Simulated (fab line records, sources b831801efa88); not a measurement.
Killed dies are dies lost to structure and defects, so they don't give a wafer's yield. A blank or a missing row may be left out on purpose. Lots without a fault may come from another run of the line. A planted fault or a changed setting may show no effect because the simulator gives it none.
Tool commonality check | flow sky130 | 13 lots, 39 wafers sampled

WHY IT WAS OPENED
At SKY_POLY_GATE_THK_MEAS_01 the reading POLY_GATE_CVD_00_THK is flagged on 1 of 13 lots. Wafers without a fault read 180.0 nm, standard deviation 1.7.
Rule: a lot is flagged when every wafer of it that has a number lies more than 4 standard deviations from that mean, or none has a number. The other lots count as sound.

lot  | measured     | on            | POLY_GATE_CVD_00_THK (nm), wafer by wafer | flag
L485 | day 13 22:32 | film_metro-03 | 179.0 179.2 178.4                         |
L486 | day 14 07:25 | film_metro-03 | 181.6 181.2 180.5                         |
L487 | day 14 14:31 | film_metro-03 | 181.4 182.1 181.5                         |
L488 | day 14 23:20 | film_metro-02 | 181.6 182.0 182.3                         |
L489 | day 15 16:40 | film_metro-02 | 178.0 176.5 175.3                         |
L491 | day 15 19:42 | film_metro-02 | 179.9 180.8 182.2                         |
L492 | day 16 09:22 | film_metro-03 | 180.1 179.0 177.9                         |
L493 | day 16 19:13 | film_metro-04 | 178.2 177.6 179.1                         |
L494 | day 17 04:47 | film_metro-03 | 179.9 179.2 179.2                         |
L495 | day 17 09:38 | film_metro-04 | 180.9 181.8 179.7                         |
L496 | day 17 20:38 | film_metro-04 | 180.9 182.5 182.1                         |
L497 | day 18 10:04 | film_metro-02 | 182.9 181.3 183.3                         |
L502 | day 20 20:47 | film_metro-04 | 156.9 158.0 155.6                         | FLAGGED
The numbers of the flagged lots are 156.8 nm on average: -23.2 nm against the usual, or -14 standard deviations.

WHICH TOOL RAN EACH LOT
The record holds 1 process step before the reading, out of a route of 708 steps. In each cell: the tool, then ch and the chambers that the sampled wafers went through, then the start.
lot  | flag    | SKY_POLY_GATE_CVD_00
L485 |         | lpcvd-01 ch 0, day 13 21:20
L486 |         | lpcvd-01 ch 1, day 14 06:13
L487 |         | lpcvd-01 ch 1, day 14 13:19
L488 |         | lpcvd-01 ch 1, day 14 22:07
L489 |         | lpcvd-01 ch 0, day 15 15:28
L491 |         | lpcvd-01 ch 0, day 15 18:30
L492 |         | lpcvd-01 ch 0, day 16 08:10
L493 |         | lpcvd-01 ch 1, day 16 18:01
L494 |         | lpcvd-01 ch 1, day 17 03:35
L495 |         | lpcvd-01 ch 0, day 17 08:26
L496 |         | lpcvd-01 ch 0, day 17 19:26
L497 |         | lpcvd-01 ch 0, day 18 08:51
L502 | FLAGGED | lpcvd-01 ch 1, day 20 19:34
What these steps do:
- SKY_POLY_GATE_CVD_00: deposits poly-Si, target thk 180 nm, time 720 s.
- SKY_POLY_GATE_THK_MEAS_01

FLAGGED OVER TOTAL, TOOL BY TOOL (the gauges that took the reading come last)
step                      | tool          | lots run | flagged | share of the flagged lots | sound lots run after its first flagged lot
SKY_POLY_GATE_CVD_00      | lpcvd-01      | 13       | 1       | all                       | 0
SKY_POLY_GATE_THK_MEAS_01 | film_metro-02 | 4        | 0       | none                      | -
SKY_POLY_GATE_THK_MEAS_01 | film_metro-03 | 5        | 0       | none                      | -
SKY_POLY_GATE_THK_MEAS_01 | film_metro-04 | 4        | 1       | all                       | 0

WHAT THE TABLE ALLOWS
2 rows of the table ran every flagged lot: lpcvd-01 at SKY_POLY_GATE_CVD_00, film_metro-04 at SKY_POLY_GATE_THK_MEAS_01.
- lpcvd-01 at SKY_POLY_GATE_CVD_00: 1 of its 13 lots flagged. Its last sound lot is L497 (day 18 08:51), its first flagged lot L502 (day 20 19:34): a fault that began between those two fits. Its own readings lie more than 4 standard deviations out on every wafer of the flagged lots: spike_tc_bottom_C, spike_tc_lower_C, spike_tc_upper_C, susceptor_temp_C.
- film_metro-04 at SKY_POLY_GATE_THK_MEAS_01: 1 of its 4 lots flagged. Its last sound lot is L496 (day 17 20:38), its first flagged lot L502 (day 20 20:47): a fault that began between those two fits.
Counting lots can't tell these 2 tools apart, because each fits a fault that began at some hour. More lots, or a look at what each step does to the wafer, might.

WHAT THE SIMULATOR HAD PUT IN
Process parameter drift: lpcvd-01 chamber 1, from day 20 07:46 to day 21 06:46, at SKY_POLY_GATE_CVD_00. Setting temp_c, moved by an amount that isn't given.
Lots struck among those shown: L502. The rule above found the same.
